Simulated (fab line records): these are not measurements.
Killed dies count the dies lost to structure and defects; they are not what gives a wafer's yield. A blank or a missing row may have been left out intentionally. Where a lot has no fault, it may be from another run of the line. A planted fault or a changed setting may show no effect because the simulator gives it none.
Matching of chambers + flow gf180mcu + GF_STI_ETCH_14 on rie si-02: 4 sister chambers
The step etches Si in HBr/Cl2/O2, target depth 360 nm, time 102.9 s. 14 wafers are shown with their chamber, then 7 later ones without.

EACH WAFER AND ITS CHAMBER
| wafer  | chamber | throttle valve pct (%) | oes product au (a.u.) |
|--------|---------|------------------------|-----------------------|
| L990.4 | 3       | 25.644                 | 1.011                 |
| L990.5 | 2       | 25.683                 | 0.998                 |
| L990.6 | 3       | 25.644                 | 1.007                 |
| L991.1 | 1       | 25.644                 | 1.020                 |
| L991.2 | 3       | 25.642                 | 1.017                 |
| L991.3 | 2       | 25.663                 | 0.999                 |
| L999.1 | 3       | 25.631                 | 1.021                 |
| L999.4 | 1       | 25.636                 | 1.025                 |
| L999.6 | 0       | 25.664                 | 1.012                 |
| L105.2 | 0       | 25.665                 | 1.004                 |
| L105.5 | 2       | 25.668                 | 0.991                 |
| L105.6 | 3       | 25.649                 | 1.015                 |
| L109.1 | 1       | 25.647                 | 1.016                 |
| L109.2 | 0       | 25.659                 | 0.997                 |

SIGNATURES (means of the wafers above)
| reading            | chamber 0 | chamber 1 | chamber 2 | chamber 3 | scatter within a chamber |
|--------------------|-----------|-----------|-----------|-----------|--------------------------|
| throttle valve pct | 25.66267  | 25.64233  | 25.67133  | 25.64200  | 0.00693                  |
| oes product au     | 1.00433   | 1.02033   | 0.99600   | 1.01420   | 0.00555                  |
Rule: for each reading, subtract the chamber's mean from the wafer's reading, divide by that reading's scatter and square the result; add these up over the readings and take the root, which gives the wafer's distance from the chamber. The wafer belongs to the nearest chamber; if the next one is less than 2 further off, it can't be placed. The scatter: take each reading less its chamber's mean, square it, sum over the shown wafers, divide by the number of wafers less the number of chambers, and take the root.

WAFERS WITHOUT THEIR CHAMBER
| wafer  | throttle valve pct (%) | oes product au (a.u.) |
|--------|------------------------|-----------------------|
| L109.4 | 25.651                 | 1.013                 |
| L110.2 | 25.631                 | 1.032                 |
| L110.4 | 25.653                 | 1.001                 |
| L110.6 | 25.674                 | 0.997                 |
| L111.1 | 25.665                 | 0.996                 |
| L111.3 | 25.642                 | 1.016                 |
| L111.4 | 25.662                 | 1.009                 |

THE CHAMBER EACH PASSED THROUGH
| wafer  | from the rows above          | in truth |
|--------|------------------------------|----------|
| L109.4 | can't be placed: 3 or 1 or 0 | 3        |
| L110.2 | can't be placed: 1 or 3      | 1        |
| L110.4 | can't be placed: 0 or 2 or 3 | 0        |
| L110.6 | can't be placed: 2 or 0      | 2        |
| L111.1 | can't be placed: 2 or 0      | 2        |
| L111.3 | can't be placed: 3 or 1      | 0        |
| L111.4 | can't be placed: 0 or 2      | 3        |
Correct placement for 0 of the 7. Unplaceable from these rows: 7, with the true chamber sitting among the candidates in 5. 0 placed wrongly.
